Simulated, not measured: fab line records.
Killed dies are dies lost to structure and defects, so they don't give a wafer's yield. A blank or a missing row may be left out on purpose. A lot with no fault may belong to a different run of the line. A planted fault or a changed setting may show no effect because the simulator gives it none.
What tool caused it?    flow sky130    10 lots with 30 wafers sampled at 6 steps, on a route of 708 steps

## WHAT THE GAUGES READ, wafer by wafer
SKY_VIA3_RS_MEAS_22: measures by four-point-probe. Usual: VIA3_W_RS gives 0.294 ohm/sq (standard deviation 0.0034).
lot   measured      on            VIA3_W_RS (ohm/sq)  flag
L873  day 39 09:07  filmMetro-02  0.294 0.296 0.295   
L876  day 42 02:20  filmMetro-01  0.290 0.291 0.291   
L877  day 42 06:08  filmMetro-01  0.290 0.298 0.296   
L880  day 42 15:20  filmMetro-01  0.295 0.292 0.293   
L879  day 42 18:33  filmMetro-02  0.289 0.291 0.287   
L882  day 42 20:02  filmMetro-02  0.293 0.290 0.291   
L883  day 42 21:02  filmMetro-02  0.300 0.299 0.298   
L888  day 44 16:14  filmMetro-03  0.288 0.289 0.291   
L886  day 44 16:40  filmMetro-02  0.296 0.290 0.292   
L895  day 46 02:32  filmMetro-03  0.293 0.297 0.296   

SKY_VIA4_THK_MEAS_20: measures by xrf. Usual: VIA4_W_THK gives 501 nm (standard deviation 5).
lot   measured      on            VIA4_W_THK (nm)  flag
L873  day 42 12:02  filmMetro-03  498 495 500      
L876  day 45 01:37  filmMetro-04  498 498 506      
L877  day 45 03:46  filmMetro-04  502 505 512      
L880  day 45 16:53  filmMetro-04  502 508 503      
L879  day 45 20:08  filmMetro-03  505 497 500      
L882  day 45 21:19  filmMetro-02  492 500 494      
L883  day 45 21:22  filmMetro-04  506 501 512      
L888  day 47 11:02  filmMetro-02  501 504 494      
L886  day 47 12:59  filmMetro-04  501 502 489      
L895  day 48 19:32  filmMetro-02  504 500 502      

SKY_METAL5_RS_MEAS_05: measures by four-point-probe. Usual: METAL5_ALCU_RS gives 0.0270 ohm/sq (standard deviation 0.00033).
lot   measured      on            METAL5_ALCU_RS (ohm/sq)                    flag
L873  day 42 12:34  filmMetro-03  0.0271 0.0271 0.0271                       
L876  day 45 02:09  filmMetro-04  0.0270 0.0269 0.0267                       
L877  day 45 04:18  filmMetro-04  0.0274 0.0276 0.0276                       
L880  day 45 17:25  filmMetro-03  0.0273 0.0270 0.0274                       
L879  day 45 20:41  filmMetro-04  0.0264 0.0274 0.0273                       
L882  day 45 22:00  filmMetro-01  0.0263 0.0268 0.0268                       
L883  day 45 22:17  filmMetro-01  0.0276 0.0271 0.0272                       
L888  day 47 11:49  filmMetro-03  0.0283 0.0280 0.0283 0.0283 0.0280 0.0284  OFF
L886  day 47 13:31  filmMetro-01  0.0281 0.0285 0.0284 0.0281 0.0286 0.0284  OFF
L895  day 48 20:04  filmMetro-01  0.0268 0.0268 0.0268                       

SKY_METAL5_THK_MEAS_06: measures by xrf. Usual: METAL5_ALCU_THK gives 1147 nm (standard deviation 15).
lot   measured      on            METAL5_ALCU_THK (nm)           flag
L873  day 42 12:41  filmMetro-03  1143 1143 1143                 
L876  day 45 02:16  filmMetro-04  1142 1143 1152                 
L877  day 45 04:25  filmMetro-04  1126 1116 1119                 
L880  day 45 17:32  filmMetro-03  1138 1153 1135                 
L879  day 45 20:47  filmMetro-04  1166 1133 1134                 
L882  day 45 22:07  filmMetro-01  1179 1168 1161                 
L883  day 45 22:22  filmMetro-01  1124 1139 1146                 
L888  day 47 13:53  filmMetro-03  1085 1107 1092 1087 1106 1088  OFF
L886  day 47 15:35  filmMetro-01  1104 1082 1085 1101 1085 1093  OFF
L895  day 48 20:11  filmMetro-01  1159 1149 1151                 

## WHICH TOOL RAN EACH LOT (tool, then ch and the chambers of the sampled wafers, then the start)
lot   SKY_VIA3_STRIP_16                    SKY_METAL5_SPUTTER_02
L873  plasmaAsher-02 ch 0,1, day 39 08:13  pvdSputter-03, day 42 12:26
L876  plasmaAsher-03 ch 0,1, day 42 01:34  pvdSputter-02, day 45 02:02
L877  plasmaAsher-02 ch 1, day 42 05:06    pvdSputter-03, day 45 04:11
L880  plasmaAsher-02 ch 0,1, day 42 14:03  pvdSputter-02, day 45 17:17
L879  plasmaAsher-03 ch 1, day 42 17:42    pvdSputter-03, day 45 20:32
L882  plasmaAsher-04 ch 0,1, day 42 19:12  pvdSputter-03, day 45 21:53
L883  plasmaAsher-02 ch 0,1, day 42 20:14  pvdSputter-02, day 45 22:06
L888  plasmaAsher-04 ch 0,1, day 44 15:12  pvdSputter-02, day 47 11:41
L886  plasmaAsher-02 ch 0,1, day 44 15:33  pvdSputter-02, day 47 13:22
L895  plasmaAsher-02 ch 0, day 46 01:45    pvdSputter-01, day 48 19:56
- SKY_VIA3_STRIP_16: strips in O2/N2.
- SKY_METAL5_SPUTTER_02: material AlCu, target thk 1150 nm, time 61.2 s.

## AS READ BY THE TOOLS THEMSELVES (means over the sampled wafers that have a number; for cases with no such wafer, the mark the record gives instead)
SKY_VIA3_STRIP_16. Usual: drypumpMotorCurrentA 5.7 A, standard deviation 0.49; oesProductAu 0.401 a.u., standard deviation 0.0045; stripTimeToEndpointS 4.115 s, standard deviation 0.03.
lot   tool            drypumpMotorCurrentA (A)  oesProductAu (a.u.)  stripTimeToEndpointS (s)  flag
L873  plasmaAsher-02  5.7                       0.407                4.140                     
L876  plasmaAsher-03  5.9                       0.403                4.119                     
L877  plasmaAsher-02  4.8                       0.401                4.185                     
L880  plasmaAsher-02  5.2                       0.399                4.082                     
L879  plasmaAsher-03  6.2                       0.402                4.094                     
L882  plasmaAsher-04  5.8                       0.402                4.112                     
L883  plasmaAsher-02  5.7                       0.402                4.140                     
L888  plasmaAsher-04  5.8                       0.399                4.123                     
L886  plasmaAsher-02  5.2                       0.404                4.151                     
L895  plasmaAsher-02  6.1                       0.403                4.104                     

SKY_METAL5_SPUTTER_02. Usual: cathodeDcPowerW 10600 W, standard deviation 2; throttleValvePct 29.7 %, standard deviation 0.79.
lot   tool           cathodeDcPowerW (W)  throttleValvePct (%)  flag
L873  pvdSputter-03  10598                30.1                  
L876  pvdSputter-02  10600                29.6                  
L877  pvdSputter-03  10600                30.1                  
L880  pvdSputter-02  10601                29.4                  
L879  pvdSputter-03  10601                30.0                  
L882  pvdSputter-03  10601                29.8                  
L883  pvdSputter-02  10600                29.8                  
L888  pvdSputter-02  10037                29.5                  OFF
L886  pvdSputter-02  10040                29.1                  OFF
L895  pvdSputter-01  10600                30.2                  

## THE ANSWER, worked out from the rows above alone
Rule: lot off if the mean of its wafers having a number is beyond 3 standard deviations from the usual mean. Also off: a lot with no number at a reading for which 4 or more lots have one. Where the step has rows for the other lots, those lots are counted as sound. Order of review: gauges by route order, followed by the tools' own readings, for which a lot's mean as printed above is used. At the first step where some lot is off, the reading lying furthest off is the one used; lots without a number count as furthest.
Off: L888, L886, seen at SKY_METAL5_RS_MEAS_05 (METAL5_ALCU_RS).
A tool fits if, at a process step before that reading, it ran every lot that is off, and no sound lot after the first of them. The gauges at SKY_METAL5_RS_MEAS_05 aren't tried: what is off there is off at SKY_METAL5_SPUTTER_02 too, on other tools, and a gauge's error can't cause that. One fits: SKY_METAL5_SPUTTER_02 on pvdSputter-02. Its last sound lot is L883 (day 45 22:06), its first lot that is off L888 (day 47 11:41): a fault that began between those two fits.
The tool's own readings at SKY_METAL5_SPUTTER_02 bear it out: on the lots that are off they differ by more than 5 times the standard deviation of the sound lots' means. cathodeDcPowerW reads 10038 W there against 10600 W on the sound lots.

## WHAT HAD BEEN PUT IN BY THE SIMULATOR
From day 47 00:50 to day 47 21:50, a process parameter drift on pvdSputter-02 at SKY_METAL5_SPUTTER_02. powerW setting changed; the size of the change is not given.
Lots struck among those shown: L888, L886. The rule above found the same.
